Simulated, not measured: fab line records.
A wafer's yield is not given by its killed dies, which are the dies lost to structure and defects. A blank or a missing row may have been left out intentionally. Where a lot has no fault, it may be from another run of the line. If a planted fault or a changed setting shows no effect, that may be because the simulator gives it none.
fab line records	flow sky130
record lots=4	wafers=12	last-day=50
route steps=708 shown GATE_OXIDE@192 POLY_GATE@204 RES_PROTECT@206 PAD_OPEN@708
lots with no fault: from the same line, run without faults
start-h: hours from the record's first day to the start of the lot's first wafer shown	wait-h: hours since the lot's step before	" unchanged from the row above	L1.1+2: a row that stands for several wafers	- no value, or no start was given	* or withheld: withheld	< > ~ a bound
route shown NAME@n: a module of which the file shows steps, and the number in the route of the first	usual: the fault-free wafers' mean and standard deviation	same: alike in all rows	chamber/n: place in a boat	sites: the reading at each site	_std_site: how widely they spread, as a standard deviation	_edge_site: the outer-site mean with the inner-site mean subtracted	radius-mm: for every site, how far away it sits from the centre of the wafer	mask NAME#n: copy n	behind: the tool/chamber that last shaped the wafer	hold: why the lot was held/for how many hours/how that ended	device: the n, p or np transistor that did not switch	end of line: the same wafers' tests at the end of the route	step lacking rows: just its recipe	killed: dies that structure and defects cost at the first sort, which is not the same as the wafer's yield	map: dies across one wafer; x = killed, . = not, _ = none there
set.NAME: the setting as run; set.NAME@STEP: as run at that earlier step	model.NAME: the simulator's own value behind a step, which no gauge read
certain route steps with their lots: each step a table, each wafer a row
services: from which hour (start-h, from the record's first day; less than 0 if before it) a tool's chamber was out of use, for how many hours, and why
## steps
# step SKY_GATE_OXIDE_COAT_05
# recipe resist=NOVOLAK	spin-rpm=3000	resist-thk-nm=1140
# step SKY_GATE_OXIDE_SOFTBAKE_06
# recipe temp-c=90	time-s=60	resist=NOVOLAK
# step SKY_GATE_OXIDE_EXPOSE_07
# recipe mask-id=LVOM	na=0.6	source-shape=conventional	sigma-outer=0.6	polarization=unpolarized	target-cd-nm=600	dose-mj=170
# step SKY_GATE_OXIDE_PEB_08
# recipe temp-c=withheld	time-s=*	resist=NOVOLAK
# step SKY_GATE_OXIDE_DEVELOP_09
# recipe resist=NOVOLAK	developer=TMAH	develop-time-s=60	dev-temp-c=23
# step SKY_GATE_OXIDE_IMPLANT_11
# recipe species=B	energy-kev=10	dose-cm2=2.6e+12	tilt-deg=withheld
# step SKY_GATE_OXIDE_WET_ETCH_12
# recipe chemistry=dHF	target-depth-nm=16.8	dry=n2-spin	target=SiO2	dilution=100:1	temp-c=25	time-s=336
# step SKY_GATE_OXIDE_STRIP_13
# recipe chemistry=O2/N2	power-w=1400	pressure-mtorr=1500	platen-temp-c=withheld	o2-flow-sccm=3000	n2-flow-sccm=300	overash-fraction=0.5
# step SKY_GATE_OXIDE_CLEAN_15
# recipe chemistry=SC1/SC2	mix=1:4:20	temp-c=70	time-s=150	dry=n2-spin
# step SKY_GATE_OXIDE_OXIDATION_16
# recipe temp-c=800	ambient=O2	idle-temp-c=700	ramp-up-c-per-min=10	ramp-down-c-per-min=3	stabilise-s=600	purge-s=300	target-thk-a=35.7	ox-time-s=1915
# step SKY_POLY_GATE_CVD_00
# recipe material=poly-Si	target-thk-nm=180	temp-c=620	time-s=720	pressure-mtorr=200
# usual spike-tc-bottom-C=640.9/1.4	spike-tc-centre-C=620.4/1	spike-tc-lower-C=621.1/1.4	spike-tc-top-C=635.6/1.6	spike-tc-upper-C=620.2/1.5	susceptor-temp-C=620.01/0.28	zone-power-lower-pct=8.53/0.18
lot.wafer	tool	chamber	start-h	wait-h	spike-tc-bottom-C	spike-tc-centre-C	spike-tc-lower-C	spike-tc-top-C	spike-tc-upper-C	susceptor-temp-C	zone-power-lower-pct	model.poly-Si_of_POLY_GATE_CVD_00.thk-nm
L182.2	lpcvd-01	1	334.41	0.0	640.6	619.6	621.6	635.1	621.1	620.16	8.37	180.2
L182.3	"	1	"	"	643.1	619.4	622.8	634.6	622.4	620.17	8.37	178.9
L182.5	"	1	"	"	642.7	619.9	622.4	636.2	621.4	620.42	8.39	179
L191.1	lpcvd-01	0	409.91	0.0	619.7	602.0	601.1	617.3	600.5	601.85	8.30	116.7
L191.4	"	0	"	"	622.5	601.9	601.2	616.6	600.5	601.32	8.25	119
L191.6	"	0	"	"	620.7	601.9	601.3	616.3	601.3	601.71	8.18	118.8
L192.2	lpcvd-01	1	417.19	0.0	624.0	600.7	602.6	619.2	603.5	601.41	7.93	117.2
L192.3	"	1	"	"	624.3	600.7	602.9	619.2	602.7	601.42	7.90	117.9
L192.6	"	1	"	"	625.3	602.2	603.3	617.9	601.9	601.48	7.89	118
L201.1	lpcvd-01	0	497.48	0.0	640.2	620.9	619.3	633.6	620.8	619.70	8.72	182.9
L201.2	"	0	"	"	642.0	620.7	619.1	634.5	618.9	619.82	8.68	180.8
L201.6	"	0	"	"	640.5	621.9	620.0	632.4	618.2	620.11	8.72	182.7
# step SKY_POLY_GATE_THK_MEAS_01
# recipe reads=poly-Si_of_POLY_GATE_CVD_00
# usual POLY_GATE_CVD_00_THK=180.8/1.7
lot.wafer	tool	chamber	start-h	wait-h	POLY_GATE_CVD_00_THK[nm]
L182.2	film-metro-04	-	335.62	0.0	180.2
L182.3	"	-	"	"	178.9
L182.5	"	-	"	"	178.8
L191.1	film-metro-01	-	411.11	0.0	116.6
L191.4	"	-	"	"	119.1
L191.6	"	-	"	"	118.9
L192.2	film-metro-01	-	419.00	0.0	117.3
L192.3	"	-	"	"	117.9
L192.6	"	-	"	"	118.0
L201.1	film-metro-01	-	498.68	0.0	183.0
L201.2	"	-	"	"	180.9
L201.6	"	-	"	"	182.7
# step SKY_RES_PROTECT_DEHYDRATE_00
# recipe temp-c=200	time-s=60
# step SKY_RES_PROTECT_HMDS_01
# recipe prime-time-s=60	prime-temp-c=120
# step SKY_RES_PROTECT_COAT_02
# recipe resist=NOVOLAK	spin-rpm=3000	resist-thk-nm=1140
# step SKY_RES_PROTECT_SOFTBAKE_03
# recipe temp-c=90	time-s=60	resist=NOVOLAK
# step SKY_RES_PROTECT_EXPOSE_04
# recipe mask-id=RPM	na=0.6	source-shape=conventional	sigma-outer=0.6	polarization=unpolarized	target-cd-nm=1270	dose-mj=131
# step SKY_RES_PROTECT_PEB_05
# recipe temp-c=withheld	time-s=*	resist=NOVOLAK
# step SKY_RES_PROTECT_DEVELOP_06
# recipe resist=NOVOLAK	developer=TMAH	develop-time-s=60	dev-temp-c=23
# step SKY_POLY_GATE_IMPLANT_02
# recipe species=P	energy-kev=30	dose-cm2=7.7e+15	tilt-deg=0
# step SKY_RES_PROTECT_STRIP_07
# recipe chemistry=O2/N2	power-w=1400	pressure-mtorr=1500	platen-temp-c=withheld	o2-flow-sccm=3000	n2-flow-sccm=300	overash-fraction=0.5
# step SKY_RES_PROTECT_CLEAN_09
# recipe chemistry=SC1/SC2	mix=1:4:20	temp-c=70	time-s=150	dry=n2-spin
lot.wafer	tool	chamber	start-h	wait-h	model.poly-Si_of_POLY_GATE_CVD_00.thk-nm
L182.2	wet-bench-03	0	363.20	0.0	179.6
L182.3	"	0	"	"	178.2
L182.5	"	0	"	"	178.3
L191.1	wet-bench-03	1	441.92	0.1	116.1
L191.4	"	1	"	"	118.4
L191.6	"	1	"	"	118.2
L192.2	wet-bench-02	1	449.97	0.0	116.6
L192.3	"	1	"	"	117.2
L192.6	"	1	"	"	117.3
L201.1	wet-bench-03	1	528.94	0.1	182.3
L201.2	"	1	"	"	180.1
L201.6	"	1	"	"	182
# step SKY_POLY_GATE_CVD_03
# recipe material=Si3N4	precursor=DCS/NH3	target-thk-nm=75	temp-c=770	time-s=1290	pressure-mtorr=250
# step SKY_POLY_GATE_DEHYDRATE_05
# recipe temp-c=200	time-s=60
# step SKY_POLY_GATE_HMDS_06
# recipe prime-time-s=60	prime-temp-c=120
# step SKY_POLY_GATE_COAT_07
# recipe resist=BARC	temp-c=withheld	time-s=withheld	spin-rpm=3000	resist-thk-nm=110
# step SKY_POLY_GATE_COAT_08
# recipe resist=KrF-thick	spin-rpm=3000	resist-thk-nm=450
# step SKY_POLY_GATE_SOFTBAKE_09
# recipe temp-c=100	time-s=90	resist=KrF-thick
# step SKY_POLY_GATE_EXPOSE_10
# recipe mask-id=P1M	na=0.68	source-shape=conventional	sigma-outer=0.6	target-cd-nm=150	dose-mj=28
# step SKY_POLY_GATE_PEB_11
# recipe peb-temp-c=withheld	peb-time-s=withheld	resist=KrF-thick
# step SKY_POLY_GATE_DEVELOP_12
# recipe develop-time-s=60	resist=KrF-thick	dev-temp-c=21
# step SKY_POLY_GATE_ETCH_15
# recipe chemistry=N2/H2	target=BARC	ion-energy-ev=200	source-w=500	bias-w=100	pressure-mtorr=30	n2-flow-sccm=100	h2-flow-sccm=200	stop-on=SiO2	time-s=118.5	target-depth-a=1100
# step SKY_POLY_GATE_ETCH_16
# recipe stop-on=poly-Si	chemistry=CH3F/O2	target=Si3N4	source-w=400	bias-w=80	pressure-mtorr=25	ch3f-flow-sccm=40	O2_flow_sccm=30	time-s=147.5	target-depth-a=750
# step SKY_POLY_GATE_ETCH_17
# recipe target-depth-nm=180	stop-on=SiO2	over-etch-frac=0.56667	chemistry=HBr/Cl2	target=poly-Si	icp-w=400	bias-w=100	pressure-mtorr=10	HBr_flow_sccm=150	Cl2_flow_sccm=50	time-s=70.5
# usual HBr_flow_sccm=150.0/0.45	drypump-motor-current-A=5.6/0.45	oes-product-au=0.989/0.007	throttle-valve-pct=33.685/0.0093
lot.wafer	tool	chamber	start-h	wait-h	HBr_flow_sccm	drypump-motor-current-A	oes-product-au	rf-hours-counter-h	throttle-valve-pct	model.etch.depth-nm	model.POLY_GATE.feature-depth-nm
L182.2	rie-si-01	1	394.69	0.0	150.0	5.0	0.992	56	33.697	179.6	179.6
L182.3	"	3	"	"	150.0	5.5	0.971	75	33.694	178.2	178.2
L182.5	"	2	"	"	149.7	6.1	0.977	-	33.682	178.3	178.3
L191.1	rie-si-02	0	475.15	0.0	149.8	5.9	0.746	1	33.680	116.1	116.1
L191.4	"	1	"	"	149.6	5.2	0.746	1	33.694	118.4	118.4
L191.6	"	0	"	"	150.0	5.9	0.744	-	33.691	118.2	118.2
L192.2	rie-si-01	1	482.69	0.0	150.0	5.0	0.750	57	33.691	116.6	116.6
L192.3	"	3	"	"	149.1	5.5	0.747	0	33.682	117.2	117.2
L192.6	"	1	"	"	150.3	5.0	0.750	-	33.676	117.3	117.3
L201.1	rie-si-02	1	559.66	0.0	150.4	5.2	0.996	1	33.694	178.3	178.3
L201.2	"	3	"	"	148.9	6.3	0.991	3	33.670	180.1	180.1
L201.6	"	2	"	"	150.5	5.4	0.999	-	33.666	181.7	181.7
# step SKY_POLY_GATE_STRIP_18
# recipe chemistry=O2/N2	power-w=1400	pressure-mtorr=1500	platen-temp-c=withheld	o2-flow-sccm=3000	n2-flow-sccm=300	overash-fraction=0.5
# step SKY_PAD_OPEN_PROBE_99
# usual killed_at_M0_to_M3=43/6.8	killed_at_M4_up=3.2/1.8	killed-at-contacts=24/5.2	killed-at-front-end=15/4.2	killed-at-other=0.4/0.62	killed-dies=85/8.7	killed-open=46/6.7	killed-short=39/5.9
# same gross-dies=492	killed-at-back-side=0
lot.wafer	tool	chamber	start-h	wait-h	killed_at_M0_to_M3	killed_at_M4_up	killed-at-contacts	killed-at-front-end	killed-at-other	killed-dies	killed-open	killed-short	model.etest.res-high-po.line-ohm-um	model.etest.res-poly.line-ohm-um	model.etest.tip-sonos.rs-ohm-sq	model.etest.res-high-po.rs-ohm-sq	model.etest.res-pwde-under-gate.rs-ohm-sq	model.etest.res-poly.rs-ohm-sq	model.etest.cap-li-to-poly.c-af-um2	model.etest.tip-n.rs-ohm-sq
L182.2	prober-01	-	1093.04	0.1	39	2	20	11	0	72	41	31	729.7	507.8	2758	259.6	6144	48.03	100.5	440
L182.3	prober-01	-	1093.09	0.2	44	4	23	20	0	91	49	42	764.3	498.6	2793	266.8	6152	48.62	99.43	439.9
L182.5	prober-01	-	1093.19	0.2	46	3	28	20	0	97	48	49	756.6	506.9	2779	264.4	6117	48.32	99.46	442.5
L191.1	prober-01	-	1139.70	0.1	49	2	27	18	2	98	60	37	1103	779	2483	386.6	6137	74.99	81.92	435.6
L191.4	prober-01	-	1139.85	0.2	49	5	26	20	0	100	57	43	1113	774	2446	387.8	6128	73.65	83.11	433.9
L191.6	prober-01	-	1139.95	0.2	38	4	20	20	0	82	44	38	1093	776.1	2492	389.4	6048	73.56	84.86	437.1
L192.2	prober-01	-	1147.37	0.1	46	6	21	13	0	86	45	41	1104	771.8	2510	388.8	6150	73.91	87.08	427.9
L192.3	prober-01	-	1147.42	0.2	33	4	20	18	0	75	32	43	1051	766.5	2542	366.9	6129	71.72	84.3	432.5
L192.6	prober-01	-	1147.57	0.2	41	4	27	14	0	86	37	49	1080	784.3	2554	376.4	6138	72.32	83.17	427.5
L201.1	prober-02	-	1190.63	0.1	51	1	21	9	1	83	44	38	711.4	486.8	2641	248.8	6165	46.3	103.7	444.7
L201.2	prober-02	-	1190.68	0.1	50	3	32	14	1	100	52	47	738.5	521.5	2642	255.6	6197	47.07	98.75	438.5
L201.6	prober-02	-	1190.88	0.2	42	4	26	11	0	83	42	39	726.6	501.9	2603	257.3	6133	47.33	97.68	441.6
# killed by level:class
L182.2 VIA2:geometric-particle:open=9 VIA1:geometric-particle:open=8 LOCAL_INTERCONNECT:geometric-particle:short=6 CONTACT:geometric-particle:open=6 METAL2:geometric-particle:short=6 FIELD_ISO:geometric-particle:open=5 VIA3:geometric-particle:open=5 LI_CONTACT:geometric-particle:open=4
L182.3 CONTACT:geometric-particle:open=15 VIA1:geometric-particle:open=9 POLY_GATE:geometric-particle:short=8 VIA3:geometric-particle:open=7 FIELD_ISO:geometric-particle:short=6 METAL2:geometric-particle:short=6 VIA2:geometric-particle:open=5 METAL3:geometric-particle:short=4
L182.5 VIA1:geometric-particle:open=14 POLY_GATE:geometric-particle:open=8 LOCAL_INTERCONNECT:geometric-particle:short=6 CONTACT:geometric-particle:open=6 VIA2:geometric-particle:open=6 VIA3:geometric-particle:short=6 LI_CONTACT:geometric-particle:open=5 CONTACT:geometric-particle:short=5
L191.1 CONTACT:geometric-particle:open=12 LI_CONTACT:geometric-particle:open=10 VIA1:geometric-particle:open=9 VIA3:geometric-particle:open=9 METAL2:geometric-particle:short=6 METAL1:geometric-particle:short=5 VIA2:geometric-particle:open=5 FIELD_ISO:geometric-particle:open=4
L191.4 VIA1:geometric-particle:open=15 CONTACT:geometric-particle:open=10 LI_CONTACT:geometric-particle:open=9 FIELD_ISO:geometric-particle:open=8 METAL2:geometric-particle:short=6 FIELD_ISO:geometric-particle:short=5 VIA1:geometric-particle:short=5 VIA2:geometric-particle:short=5
L191.6 VIA3:geometric-particle:open=9 POLY_GATE:geometric-particle:open=7 CONTACT:geometric-particle:open=7 FIELD_ISO:geometric-particle:short=6 CONTACT:geometric-particle:short=6 LI_CONTACT:geometric-particle:open=5 VIA1:geometric-particle:short=5 VIA1:geometric-particle:open=5
L192.2 METAL1:geometric-particle:short=13 CONTACT:geometric-particle:open=7 LI_CONTACT:geometric-particle:open=6 METAL2:geometric-particle:short=6 POLY_GATE:geometric-particle:open=5 VIA1:geometric-particle:open=5 VIA2:geometric-particle:open=5 VIA3:geometric-particle:open=5
L192.3 CONTACT:geometric-particle:short=7 CONTACT:geometric-particle:open=6 METAL1:geometric-particle:short=5 VIA2:geometric-particle:open=5 FIELD_ISO:geometric-particle:open=4 LOCAL_INTERCONNECT:geometric-particle:short=4 METAL3:geometric-particle:short=4 METAL1:geometric-particle:open=4
L192.6 CONTACT:geometric-particle:open=11 METAL1:geometric-particle:short=11 FIELD_ISO:geometric-particle:short=6 CONTACT:geometric-particle:short=6 VIA1:geometric-particle:open=6 LI_CONTACT:geometric-particle:open=5 LOCAL_INTERCONNECT:geometric-particle:short=4 VIA2:geometric-particle:short=4
L201.1 VIA1:geometric-particle:open=11 METAL2:geometric-particle:short=9 CONTACT:geometric-particle:open=7 LOCAL_INTERCONNECT:geometric-particle:short=6 VIA1:geometric-particle:short=6 METAL3:geometric-particle:short=6 VIA2:geometric-particle:open=5 VIA3:geometric-particle:open=5
L201.2 VIA1:geometric-particle:open=10 CONTACT:geometric-particle:open=9 METAL2:geometric-particle:short=9 LI_CONTACT:geometric-particle:open=7 VIA2:geometric-particle:open=7 LI_CONTACT:geometric-particle:short=5 LOCAL_INTERCONNECT:geometric-particle:short=5 CONTACT:geometric-particle:short=5
L201.6 CONTACT:geometric-particle:open=9 VIA2:geometric-particle:open=6 LOCAL_INTERCONNECT:geometric-particle:short=6 VIA1:geometric-particle:open=6 METAL2:geometric-particle:short=6 VIA3:geometric-particle:open=6 METAL4:geometric-particle:short=4 LOCAL_INTERCONNECT:geometric-particle:open=4
## services
tool	chamber	start-h	hours	kind
rie-si-01	-	321.47	4.3	pm
rie-si-02	2	327.09	-	clean
rie-si-02	2	327.09	15.4	scheduled-down
rie-si-02	2	327.09	15.4	vent-cycle
rie-si-02	1	383.63	-	clean
rie-si-02	1	383.63	15.6	scheduled-down
rie-si-02	1	383.63	15.6	vent-cycle
rie-si-02	-	406.14	0.4	repair
rie-si-01	3	412.00	-	clean
rie-si-01	3	412.00	23.1	scheduled-down
rie-si-01	3	412.00	23.1	vent-cycle
wet-bench-03	-	425.42	2.7	repair
rie-si-01	1	493.40	-	clean
rie-si-01	1	493.40	24.9	scheduled-down
rie-si-01	1	493.40	24.9	vent-cycle
rie-si-02	0	552.90	8.2	repair
## key
first-sign step=SKY_POLY_GATE_CVD_00	reading=susceptor-temp-C	direction=down	sigmas=67	usual=*	struck=*
effect step=SKY_POLY_GATE_CVD_00	reading=spike-tc-centre-C	direction=down	sigmas=19	usual=620.4	struck=601.6
effect step=SKY_POLY_GATE_THK_MEAS_01	reading=POLY_GATE_CVD_00_THK	direction=down	sigmas=37	usual=180.8	struck=118.0
effect step=SKY_POLY_GATE_ETCH_17	reading=oes-product-au	direction=down	sigmas=34	usual=0.989	struck=0.747
model-effect step=SKY_POLY_GATE_CVD_00	value=poly-Si_of_POLY_GATE_CVD_00.thk-nm	without=181.9	struck=117.9
model-effect step=SKY_RES_PROTECT_CLEAN_09	value=poly-Si_of_POLY_GATE_CVD_00.thk-nm	without=181.3	struck=117.3
model-effect step=SKY_POLY_GATE_ETCH_17	value=etch.depth-nm	without=180	struck=117.3
model-effect step=SKY_PAD_OPEN_PROBE_99	value=etest.res-high-po.line-ohm-um	without=735.9	struck=1091
met-at SKY_POLY_GATE_CVD_00
struck-wafers L191.1,L191.4,L191.6,L192.2,L192.3,L192.6
tester-left-out L191,L192
onset-between 334.41 409.91
fault kind=process-parameter-drift	tool=lpcvd-01	chamber=-	onset-h=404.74	steps=SKY_POLY_GATE_CVD_00	channel=temp-c	offset=*	shape=step	end-h=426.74	stated=*
# tester-left-out: of these lots the tester's yield and bins aren't shown, on N5 and GAA mostly nor the transistor test; their killed dies are dies lost to structure and defects alone, not to doping, threshold or leakage, so they don't give the yield
